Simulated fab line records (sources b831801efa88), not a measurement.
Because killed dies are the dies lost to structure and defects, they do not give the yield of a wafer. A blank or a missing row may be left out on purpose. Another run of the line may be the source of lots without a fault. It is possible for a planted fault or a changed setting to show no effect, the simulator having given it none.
fab line records	flow sfqLine
record: lots: 5	wafers: 15	lastDay: 83
route steps=325 shown M7@294 I7@296 M8@311
lots that met no fault: from a run of the same line without faults
startH: the number of hours between the record's first day and the start of the first shown wafer of the lot	waitH: time in hours since the lot's previous step	" as in the row above	L1.1+2: a single row standing in for several wafers	- no value, or no start was given	* or withheld: withheld	< > ~ a bound
route shown NAME@n: names a module that has steps shown in the file, with the first one's number in the route	usual: average and standard deviation across the fault-free wafers	same: alike in all rows	chamber/n: place in a boat	sites: readings site by site	_std_site: the values' standard deviation	_edge_site: outer sites' mean less inner sites'	radiusMm: for every site, how far away it sits from the centre of the wafer	mask NAME#n: copy n	behind: the tool/chamber that last shaped the wafer	hold: what put the lot on hold/how long, in hours/how the hold closed	device: the n, p or np transistor that did not switch	end of line: the tests these same wafers got at the end of their route	for a step that has no rows: nothing shown but its recipe	killed: dies lost to structure and defects at the first sort, not the wafer's yield	map: a wafer's dies, x killed, . not, _ none there
set.NAME: the run value of the setting; set.NAME@STEP: its run value at that earlier step	model.NAME: the simulator's own value behind a step, which no gauge read
certain route steps with their lots: each step a table, each wafer a row
services: from which hour (startH, from the record's first day; less than 0 if before it) a tool's chamber was out of use, for how many hours, and why
== steps ==
step: SFQ_TRILAYER_M7_STRIP_STRIP_181
recipe: gas: O2	powerW: 200	platenTempC: 40	overashFraction: 0.65	chemistry: O2	pressureMtorr: 50
usual: drypumpMotorCurrentA: 5.33/0.26	oesProductAu: 1.002/0.0075
lot.wafer	tool	chamber	startH	waitH	drypumpMotorCurrentA	oesProductAu	rfHoursCounterH
L080.1	rieMetal-02	1	1655.33	0.1	5.27	0.995	13
L080.5	"	0	"	"	5.29	0.998	-
L080.6	"	1	"	"	5.26	0.995	-
L085.1	rieMetal-02	1	1852.29	0.1	5.27	0.988	42
L085.4	"	0	"	"	5.28	0.999	-
L085.6	"	1	"	"	5.26	1.002	-
L090.1	rieMetal-03	1	1877.63	0.1	5.74	1.010	119
L090.2	"	0	"	"	4.75	0.998	85
L090.5	"	1	"	"	5.76	0.999	-
L093.1	rieMetal-01	1	1899.41	0.1	5.62	0.991	10
L093.5	"	0	"	"	5.19	0.999	-
L093.6	"	1	"	"	5.63	1.000	-
L094.1	rieMetal-01	1	1901.81	0.1	5.61	0.998	11
L094.2	"	0	"	"	5.19	1.006	25
L094.6	"	1	"	"	5.61	1.002	-
step: SFQ_TRILAYER_M7_STRIP_SOLV_CLEAN_182
recipe: chemistry: NMP	tempC: 70	timeS: 600
lot.wafer	tool	chamber	startH	waitH
L080.1+5+6	wetBench-03	4,5,0	1655.93	0.4
L085.1+4+6	wetBench-02	2,5,0	1852.89	0.4
L090.1+2+5	wetBench-03	7,5,3	1878.23	0.4
L093.1+5+6	wetBench-03	4,0,5	1900.01	0.4
L094.1+2+6	wetBench-03	7,2,1	1902.41	0.4
step: SFQ_TRILAYER_I7_DEP_PECVD_183
recipe: material: SiO2	tempC: 150	timeS: 111.11	pressureTorr: 2.4	rfW: 183.3	precursor: SiH4/N2O	targetThkNm: 500
usual: heaterPowerW: 83/9.5	throttleValvePct: 25.4/0.9
lot.wafer	tool	chamber	startH	waitH	heaterPowerW	throttleValvePct
L080.1	pecvd-01	1	1656.10	0.0	86	25.3
L080.5	"	1	"	"	90	25.5
L080.6	"	2	"	"	78	25.6
L085.1	pecvd-03	2	1853.06	0.0	81	25.7
L085.4	"	1	"	"	104	25.4
L085.6	"	2	"	"	83	25.7
L090.1	pecvd-03	2	1878.40	0.0	79	26.1
L090.2	"	0	"	"	79	27.0
L090.5	"	1	"	"	95	25.4
L093.1	pecvd-01	1	1900.24	0.0	78	25.4
L093.5	"	2	"	"	70	25.7
L093.6	"	0	"	"	79	25.4
L094.1	pecvd-03	0	1902.60	0.0	68	26.9
L094.2	"	1	"	"	92	25.3
L094.6	"	1	"	"	96	25.5
step: SFQ_TRILAYER_I7_CMP_CMP_184
recipe: material: SiO2	downForcePsi: 3	platenRpm: 60	padVelocityMS: 0.94248
usual: motorCurrentA: 9.4/0.68	slurryFlowMlMin: 150.0/0.48	timeToEndpointS: 219/6.9
lot.wafer	tool	chamber	startH	waitH	motorCurrentA	slurryFlowMlMin	timeToEndpointS
L080.1	cmp-01	1	1656.66	0.5	9.5	150.2	220
L080.6	"	1	1658.66	2.5	9.6	149.4	226
L080.5	"	2	"	"	9.9	149.6	228
L085.4	cmp-01	0	1853.14	0.0	9.2	150.0	220
L085.1	"	1	"	"	9.5	150.7	215
L085.6	"	0	1855.14	2.0	8.8	149.1	221
L090.2	cmp-01	1	1878.48	0.0	9.7	149.6	204
L090.1	"	0	1879.98	1.5	8.6	150.0	214
L090.5	"	2	1880.98	2.5	10.1	149.8	223
L093.1	cmp-02	0	1901.32	1.0	8.5	149.8	217
L093.5	"	2	1902.32	2.0	9.1	149.7	218
L093.6	"	3	"	"	8.8	150.7	216
L094.1	cmp-01	3	1903.68	1.0	10.6	149.4	211
L094.2	"	0	"	"	8.8	149.6	216
L094.6	"	1	"	"	9.3	149.3	225
step: SFQ_I7_BOW_MEAS_946
recipe: mode: bow
usual: I7_BOW: 7/9.6
lot.wafer	tool	chamber	startH	waitH	I7_BOW[um]
L080.1	filmMetro-02	-	1659.66	2.5	-6
L080.5	"	-	"	"	-8
L080.6	"	-	"	"	8
L085.1	filmMetro-01	-	1856.14	2.0	19
L085.4	"	-	"	"	13
L085.6	"	-	"	"	18
L090.1	filmMetro-01	-	1881.48	1.0	-2
L090.2	"	-	"	"	5
L090.5	"	-	"	"	13
L093.1	filmMetro-04	-	1903.32	1.5	3
L093.5	"	-	"	"	8
L093.6	"	-	"	"	-3
L094.1	filmMetro-01	-	1905.68	1.5	-9
L094.2	"	-	"	"	-2
L094.6	"	-	"	"	-11
step: SFQ_TRILAYER_I7_METRO_MEASURE_185
usual: thkNm: 200.6/0.94
lot.wafer	tool	chamber	startH	waitH	thkNm
L080.1	filmMetro-02	-	1659.78	0.1	201.9
L080.5	"	-	"	"	202.6
L080.6	"	-	"	"	202.1
L085.1	filmMetro-01	-	1856.26	0.1	200.7
L085.4	"	-	"	"	199.7
L085.6	"	-	"	"	200.0
L090.1	filmMetro-01	-	1881.60	0.1	199.7
L090.2	"	-	"	"	199.9
L090.5	"	-	"	"	200.8
L093.1	filmMetro-04	-	1903.44	0.1	200.3
L093.5	"	-	"	"	200.1
L093.6	"	-	"	"	200.6
L094.1	filmMetro-01	-	1905.80	0.1	202.1
L094.2	"	-	"	"	201.8
L094.6	"	-	"	"	201.4
step: SFQ_TRILAYER_I7_VIA_LITHO_COAT_192
recipe: resist: BARC	spinRpm: 3051	resistThkNm: 62
usual: dispensePressureKPa: 49.4/2.5
lot.wafer	tool	chamber	startH	waitH	dispensePressureKPa
L080.1	lithoTrack-02	0	1660.98	1.0	51.9
L080.5	"	0	"	"	51.9
L080.6	"	0	"	"	51.9
L085.1	lithoTrack-02	0	1857.46	1.0	51.9
L085.4	"	0	"	"	51.9
L085.6	"	0	"	"	51.9
L090.1	lithoTrack-04	0	1882.80	1.0	46.1
L090.2	"	0	"	"	46.1
L090.5	"	0	"	"	46.1
L093.1	lithoTrack-04	0	1904.64	1.0	46.1
L093.5	"	0	"	"	46.1
L093.6	"	0	"	"	46.1
L094.1	lithoTrack-01	0	1907.00	1.0	50.1
L094.2	"	0	"	"	50.1
L094.6	"	0	"	"	50.1
step: SFQ_TRILAYER_I7_VIA_LITHO_COAT_187
recipe: resist: KrF	spinRpm: 3000	resistThkNm: 650
usual: dispensePressureKPa: 49.4/2.5
lot.wafer	tool	chamber	startH	waitH	dispensePressureKPa
L080.1	lithoTrack-02	0	1661.28	0.2	51.9
L080.5	"	0	"	"	51.9
L080.6	"	0	"	"	51.9
L085.1	lithoTrack-02	0	1857.76	0.2	51.9
L085.4	"	0	"	"	51.9
L085.6	"	0	"	"	51.9
L090.1	lithoTrack-04	0	1883.10	0.2	46.1
L090.2	"	0	"	"	46.1
L090.5	"	0	"	"	46.1
L093.1	lithoTrack-04	0	1904.94	0.2	46.1
L093.5	"	0	"	"	46.1
L093.6	"	0	"	"	46.1
L094.1	lithoTrack-01	0	1907.30	0.2	50.1
L094.2	"	0	"	"	50.0
L094.6	"	0	"	"	50.1
step: SFQ_TRILAYER_I7_VIA_LITHO_SOFTBAKE_191
recipe: tempC: withheld	timeS: withheld	resist: KrF
lot.wafer	tool	chamber	startH	waitH
L080.1+5+6	lithoTrack-02	0	1661.58	0.2
L085.1+4+6	lithoTrack-02	0	1858.06	0.2
L090.1+2+5	lithoTrack-04	0	1883.40	0.2
L093.1+5+6	lithoTrack-04	0	1905.24	0.2
L094.1+2+6	lithoTrack-01	0	1907.60	0.2
step: SFQ_TRILAYER_I7_VIA_LITHO_EXPOSE_188
recipe: maskId: I7	na: 0.6	sourceShape: conventional	sigmaOuter: 0.65	targetCdNm: 1000	doseMj: 21.3
usual: reticleTempC: 22.98/0.098
lot.wafer	tool	chamber	startH	waitH	mask	reticleTempC
L080.1	krfScanner-02	0	1668.22	-	I7#0	22.96
L080.5	"	0	"	"	I7#0	22.88
L080.6	"	0	"	"	I7#0	22.92
L085.1	krfScanner-01	0	1860.19	-	I7#0	23.04
L085.4	"	0	"	"	I7#0	23.00
L085.6	"	0	"	"	I7#0	22.99
L090.1	krfScanner-01	0	1883.55	-	I7#0	22.99
L090.2	"	0	"	"	I7#0	22.81
L090.5	"	0	"	"	I7#0	22.83
L093.1	krfScanner-02	0	1909.49	-	I7#0	23.21
L093.5	"	0	"	"	I7#0	23.01
L093.6	"	0	"	"	I7#0	23.03
L094.1	krfScanner-02	0	-	-	I7#0	23.14
L094.2	"	0	"	"	I7#0	23.14
L094.6	"	0	"	"	I7#0	23.07
step: SFQ_TRILAYER_I7_VIA_LITHO_PEB_190
recipe: pebTempC: 115	pebTimeS: 60	resist: KrF
usual: heaterPowerTotalW: 79.15/0.064
lot.wafer	tool	chamber	startH	waitH	heaterPowerTotalW
L080.1	lithoTrack-01	0	1669.42	1.0	79.05
L080.5	"	0	"	"	79.12
L080.6	"	0	"	"	79.24
L085.1	lithoTrack-04	0	1861.39	1.0	79.20
L085.4	"	0	"	"	79.06
L085.6	"	0	"	"	79.24
L090.1	lithoTrack-04	0	1884.75	1.0	79.18
L090.2	"	0	"	"	79.07
L090.5	"	0	"	"	79.18
L093.1	lithoTrack-02	0	1910.69	1.0	79.14
L093.5	"	0	"	"	79.16
L093.6	"	0	"	"	79.15
L094.1	lithoTrack-04	0	-	-	79.16
L094.2	"	0	"	"	79.16
L094.6	"	0	"	"	79.20
step: SFQ_TRILAYER_I7_VIA_LITHO_DEVELOP_189
recipe: timeS: 60	resist: KrF
lot.wafer	tool	chamber	startH	waitH
L080.1+5+6	lithoTrack-01	0	1669.57	0.1
L085.1+4+6	lithoTrack-04	0	1861.54	0.1
L090.1+2+5	lithoTrack-04	0	1884.90	0.1
L093.1+5+6	lithoTrack-02	0	1910.84	0.1
L094.1+2+6	lithoTrack-04	0	1914.50	0.1
step: SFQ_I7_OVL_MEAS_947
usual: I7_OVL: 0/5.6
lot.wafer	tool	chamber	startH	waitH	I7_OVL[nm]
L080.1	overlay-01	-	1669.72	0.1	-1
L080.5	"	-	"	"	2
L080.6	"	-	"	"	-2
L085.1	overlay-01	-	1861.69	0.1	-8
L085.4	"	-	"	"	2
L085.6	"	-	"	"	-4
L090.1	overlay-01	-	1885.05	0.1	-5
L090.2	"	-	"	"	-1
L090.5	"	-	"	"	1
L093.1	overlay-01	-	1910.99	0.1	4
L093.5	"	-	"	"	3
L093.6	"	-	"	"	11
L094.1	overlay-01	-	1914.65	0.1	1
L094.2	"	-	"	"	7
L094.6	"	-	"	"	-4
step: SFQ_TRILAYER_I7_VIA_BARC_OPEN_VIA_ETCH_260
recipe: maskMaterial: PR	chemistry: O2	targetDepthNm: 125	target: BARC	sourceW: 500	biasW: 80	pressureMtorr: 30	timeS: 41.7
usual: drypumpMotorCurrentA: 5.82/0.26	oesProductAu: 0.682/0.0054
lot.wafer	tool	chamber	startH	waitH	drypumpMotorCurrentA	oesProductAu	rfHoursCounterH
L080.1	rieDiel-04	3	1669.75	0.0	5.92	0.689	6
L080.5	"	0	"	"	5.52	0.681	-
L080.6	"	3	"	"	5.93	0.685	-
L085.1	rieDiel-04	3	1861.72	0.0	5.91	0.686	9
L085.4	"	1	"	"	6.12	0.686	18
L085.6	"	1	"	"	6.09	0.678	-
L090.1	rieDiel-01	3	1885.09	0.0	5.69	0.689	15
L090.2	"	0	"	"	6.03	0.684	2
L090.5	"	1	"	"	5.58	0.676	-
L093.1	rieDiel-04	1	1911.03	0.0	6.08	0.680	19
L093.5	"	2	"	"	5.96	0.689	-
L093.6	"	3	"	"	5.94	0.683	-
L094.1	rieDiel-01	1	1914.69	0.0	5.57	0.684	5
L094.2	"	2	"	"	5.53	0.680	2
L094.6	"	3	"	"	5.65	0.675	-
step: SFQ_TRILAYER_I7_VIA_ETCH_VIA_ETCH_190
recipe: target: SiO2	stopOn: Nb	maskMaterial: PR	taperDeg: 20	chemistry: CHF3	targetDepthNm: 260	sourceW: 500	biasW: 80	pressureMtorr: 30	timeS: withheld
usual: drypumpMotorCurrentA: 5.82/0.26	oesProductAu: 0.857/0.005
lot.wafer	tool	chamber	startH	waitH	drypumpMotorCurrentA	oesProductAu
L080.1	rieDiel-04	3	1669.79	0.0	5.91	0.850
L080.5	"	0	"	"	5.50	0.866
L080.6	"	3	"	"	5.91	0.859
L085.1	rieDiel-04	3	1861.76	0.0	5.93	0.852
L085.4	"	1	"	"	6.09	0.865
L085.6	"	1	"	"	6.08	0.856
L090.1	rieDiel-01	3	1885.13	0.0	5.69	0.861
L090.2	"	0	"	"	6.02	0.855
L090.5	"	1	"	"	5.58	0.853
L093.1	rieDiel-04	1	1911.07	0.0	6.07	0.851
L093.5	"	2	"	"	5.95	0.853
L093.6	"	3	"	"	5.92	0.867
L094.1	rieDiel-01	1	1914.73	0.0	5.60	0.867
L094.2	"	2	"	"	5.58	0.862
L094.6	"	3	"	"	5.68	0.854
step: SFQ_TRILAYER_I7_VIA_STRIP_STRIP_191
recipe: gas: O2	powerW: 200	platenTempC: 40	overashFraction: 0.65	chemistry: O2	pressureMtorr: 49.01
usual: drypumpMotorCurrentA: 5.3/0.35	oesProductAu: 1.005/0.0067
lot.wafer	tool	chamber	startH	waitH	drypumpMotorCurrentA	oesProductAu	rfHoursCounterH
L080.1	rieMetal-01	0	1669.90	-	5.2	1.008	139
L080.5	"	0	"	"	5.2	1.002	-
L080.6	"	0	"	"	5.2	0.998	-
L085.1	rieMetal-01	0	1861.88	-	5.2	1.003	17
L085.4	"	1	"	"	5.6	1.004	-
L085.6	"	1	"	"	5.6	1.010	-
L090.1	rieMetal-04	0	1885.24	-	5.0	1.017	46
L090.2	"	1	"	"	5.5	1.007	70
L090.5	"	1	"	"	5.5	1.008	-
L093.1	rieMetal-01	0	1911.18	-	5.2	1.004	27
L093.5	"	0	"	"	5.2	1.012	-
L093.6	"	1	"	"	5.6	1.005	-
L094.1	rieMetal-04	1	1914.84	-	5.5	0.999	75
L094.2	"	0	"	"	5.0	0.983	50
L094.6	"	0	"	"	5.0	0.999	-
step: SFQ_TRILAYER_I7_VIA_STRIP_SOLV_CLEAN_192
recipe: chemistry: NMP	tempC: 70	timeS: 600
lot.wafer	tool	chamber	startH	waitH
L080.1+5+6	wetBench-03	1,4,5	1671.10	1.0
L085.1+4+6	wetBench-01	7,3,1	1862.48	0.4
L090.1+2+5	wetBench-04	4,5,6	1885.84	0.4
L093.1+5+6	wetBench-03	2,5,6	1911.78	0.4
L094.1+2+6	wetBench-01	4,3,2	1915.44	0.4
step: SFQ_TRILAYER_M8_LITHO_LOR_COAT_197
recipe: resist: lift-off	spinRpm: 3000
lot.wafer	tool	chamber	startH	waitH
L080.1+5+6	lithoTrack-04	0	1671.28	0.0
L085.1+4+6	lithoTrack-02	0	1862.83	0.0
L090.1+2+5	lithoTrack-03	0	1886.11	0.1
L093.1+5+6	lithoTrack-04	0	1911.96	0.0
L094.1+2+6	lithoTrack-02	0	1915.62	0.0
step: SFQ_TRILAYER_M8_LITHO_LOR_BAKE_198
recipe: resist: lift-off	tempC: withheld	timeS: withheld
lot.wafer	tool	chamber	startH	waitH
L080.1+5+6	lithoTrack-04	0	1671.58	0.2
L085.1+4+6	lithoTrack-02	0	1863.13	0.2
L090.1+2+5	lithoTrack-03	0	1886.41	0.2
L093.1+5+6	lithoTrack-04	0	1912.26	0.2
L094.1+2+6	lithoTrack-02	0	1915.92	0.2
== services ==
tool	chamber	startH	hours	kind
rieDiel-01	0	1634.48	7.6	repair
rieMetal-01	1	1636.51	52.3	repair
rieDiel-01	-	1641.59	2.8	pm
cmp-01	-	1655.06	1.6	repair
filmMetro-01	-	1657.33	2.8	pm
cmp-01	-	1668.66	6.4	pm
cmp-01	-	1682.45	16.3	repair
rieDiel-04	-	1682.50	4.8	repair
cmp-01	-	1689.69	6.3	repair
rieDiel-01	0	1705.77	6.4	repair
krfScanner-02	-	1707.47	0.3	repair
rieDiel-01	2	1712.81	1.6	repair
krfScanner-02	-	1715.59	1.3	pm
krfScanner-02	-	1717.07	0.4	repair
rieDiel-01	0	1727.80	2.5	repair
rieDiel-01	2	1741.52	9.8	repair
cmp-01	-	1765.78	1.3	repair
cmp-01	-	1771.99	4.0	pm
rieDiel-04	2	1780.87	8.8	repair
rieDiel-04	3	1785.74	6.4	repair
wetBench-03	-	1790.46	1.1	repair
rieDiel-01	2	1804.54	10.1	repair
rieDiel-04	0	1868.96	9.9	repair
rieDiel-01	-	1904.13	0.4	repair
== key ==
fault none
